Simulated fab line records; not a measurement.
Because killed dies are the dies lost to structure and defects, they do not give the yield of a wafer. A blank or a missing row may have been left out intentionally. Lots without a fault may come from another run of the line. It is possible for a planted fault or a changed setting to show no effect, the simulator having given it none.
A sampling plan put to the test	flow sky130	one fab line, 18 faults that these records tell of, each judged on the records of the lots that it struck
The plan consists of the line's own looks: route steps at which the wafer is read by a gauge or an inspection but not changed. Where struck wafers have a number at a look and the file lists that look's usual mean and standard deviation on fault-free wafers, the look can be judged. Caught: the struck wafers' mean, at a look after the fault's first step, is 4 or more of those standard deviations (sigma) away from the usual mean. On the tool: the fault's steps, tested the same way using the tool's own readings. Also counted as caught: the struck wafers showing another recipe, or a record that is empty for them alone.

== THE FAULTS, as the simulator had put them in ==
1. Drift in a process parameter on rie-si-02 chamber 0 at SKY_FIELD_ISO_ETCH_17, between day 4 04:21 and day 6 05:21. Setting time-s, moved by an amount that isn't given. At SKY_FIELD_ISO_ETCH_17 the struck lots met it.
2. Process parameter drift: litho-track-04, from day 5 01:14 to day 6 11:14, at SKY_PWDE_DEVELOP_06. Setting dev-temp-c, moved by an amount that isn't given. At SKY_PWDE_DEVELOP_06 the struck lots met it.
3. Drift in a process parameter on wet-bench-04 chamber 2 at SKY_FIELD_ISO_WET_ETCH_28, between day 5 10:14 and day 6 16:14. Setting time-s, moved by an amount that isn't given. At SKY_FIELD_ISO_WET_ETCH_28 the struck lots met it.
4. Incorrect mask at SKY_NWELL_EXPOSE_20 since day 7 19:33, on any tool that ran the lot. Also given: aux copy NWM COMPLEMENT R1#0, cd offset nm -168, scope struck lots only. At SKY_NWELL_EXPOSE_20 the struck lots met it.
5. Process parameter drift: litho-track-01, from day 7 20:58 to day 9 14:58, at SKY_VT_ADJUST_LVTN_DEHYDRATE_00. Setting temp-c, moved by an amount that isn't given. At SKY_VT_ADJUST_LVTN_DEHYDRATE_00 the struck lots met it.
6. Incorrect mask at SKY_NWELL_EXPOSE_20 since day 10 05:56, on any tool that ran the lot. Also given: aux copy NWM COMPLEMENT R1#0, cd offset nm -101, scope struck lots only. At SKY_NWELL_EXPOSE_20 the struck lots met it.
7. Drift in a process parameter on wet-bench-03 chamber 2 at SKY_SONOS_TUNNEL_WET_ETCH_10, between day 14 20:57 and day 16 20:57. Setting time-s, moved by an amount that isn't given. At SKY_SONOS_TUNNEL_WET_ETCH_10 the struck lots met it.
8. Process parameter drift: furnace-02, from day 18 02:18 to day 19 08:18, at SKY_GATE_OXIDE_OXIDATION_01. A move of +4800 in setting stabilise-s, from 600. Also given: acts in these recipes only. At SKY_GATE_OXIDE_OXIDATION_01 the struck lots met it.
9. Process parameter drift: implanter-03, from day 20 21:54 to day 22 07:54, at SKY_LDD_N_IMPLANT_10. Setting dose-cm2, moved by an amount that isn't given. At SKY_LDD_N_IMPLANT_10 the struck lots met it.
10. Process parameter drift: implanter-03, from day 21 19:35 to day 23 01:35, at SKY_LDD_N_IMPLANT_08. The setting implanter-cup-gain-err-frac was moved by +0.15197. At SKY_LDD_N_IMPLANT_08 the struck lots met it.
11. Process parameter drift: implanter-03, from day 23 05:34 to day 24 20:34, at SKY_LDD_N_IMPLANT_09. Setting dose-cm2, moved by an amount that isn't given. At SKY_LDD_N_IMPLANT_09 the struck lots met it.
12. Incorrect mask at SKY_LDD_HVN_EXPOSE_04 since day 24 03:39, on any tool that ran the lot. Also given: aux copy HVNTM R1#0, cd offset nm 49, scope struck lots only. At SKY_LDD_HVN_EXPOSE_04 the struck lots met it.
13. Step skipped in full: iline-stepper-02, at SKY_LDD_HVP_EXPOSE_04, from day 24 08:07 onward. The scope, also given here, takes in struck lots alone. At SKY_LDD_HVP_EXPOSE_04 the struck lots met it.
14. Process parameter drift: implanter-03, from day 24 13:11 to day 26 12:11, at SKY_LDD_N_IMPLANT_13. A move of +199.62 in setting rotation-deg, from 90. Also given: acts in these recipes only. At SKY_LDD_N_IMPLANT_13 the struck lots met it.
15. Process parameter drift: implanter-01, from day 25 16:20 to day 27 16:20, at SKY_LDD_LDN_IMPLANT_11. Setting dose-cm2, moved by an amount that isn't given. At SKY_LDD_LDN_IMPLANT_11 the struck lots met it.
16. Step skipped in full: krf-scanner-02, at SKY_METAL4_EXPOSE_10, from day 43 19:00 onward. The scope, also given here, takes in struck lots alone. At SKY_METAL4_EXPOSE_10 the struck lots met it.
17. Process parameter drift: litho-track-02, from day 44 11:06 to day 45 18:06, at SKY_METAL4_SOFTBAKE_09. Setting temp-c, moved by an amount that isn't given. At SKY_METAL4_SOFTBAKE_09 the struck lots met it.
18. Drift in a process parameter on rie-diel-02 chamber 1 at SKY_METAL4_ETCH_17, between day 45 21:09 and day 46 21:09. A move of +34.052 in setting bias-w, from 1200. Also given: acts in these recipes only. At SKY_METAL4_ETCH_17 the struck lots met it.

== WHAT THE PLAN SAW ==
fault	on the tool itself	first look that catches it	reading, sigma	median hours from its first step to that look	hours from the fault's start to the first struck lot there	judged looks passed uncaught
1	run-length-s -22 sigma	not the one look that can be judged after it	-	-	-	1
2	developer-temp-C +7.4 sigma	none of the 2 looks that can be judged after it	-	-	-	2
3	run-length-s +5.1 sigma	none of the 2 looks that can be judged after it	strongest: GATE_OXIDE_OVL at SKY_GATE_OXIDE_OVL_MEAS_10, -2.1	-	-	2
4	no reading that can be judged	no look after it can be judged	-	-	-	0
5	heater-power-total-W -21 sigma	not the one look that can be judged after it	-	-	-	1
6	no reading that can be judged	none of the 2 looks that can be judged after it	-	-	-	2
7	run-length-s -49 sigma	no look after it can be judged	-	-	-	0
8	under 2 sigma	no look after it can be judged	-	-	-	0
9	dose-ions-cm2 +99 or beyond sigma	no look after it can be judged	-	-	-	0
10	faraday-current-uA +7.4 sigma	not the one look that can be judged after it	-	-	-	1
11	dose-ions-cm2 -99 or beyond sigma	none of the 2 looks that can be judged after it	-	-	-	2
12	under 2 sigma	not the one look that can be judged after it	-	-	-	1
13	no reading that can be judged	no look after it can be judged	-	-	-	0
14	rotation-deg +99 or beyond sigma	no look after it can be judged	-	-	-	0
15	dose-ions-cm2 -99 or beyond sigma	none of the 2 looks that can be judged after it	-	-	-	2
16	no reading that can be judged	no look after it can be judged	-	-	-	0
17	plate-temp-C +11 sigma	no look after it can be judged	-	-	-	0
18	bias-w +9.4 sigma	no look after it can be judged	-	-	-	0
A dash: the fault is not caught, or the number is missing from these records.

Caught at a look: 0 of 18. Caught on the tool: 12 of 18. By one or the other: 12 of 18.
On the tool alone, faults 1, 2, 3, 5, 7, 9, 10, 11, 14, 15, 17, 18 were caught.
Caught by neither: faults 4, 6, 8, 12, 13, 16.
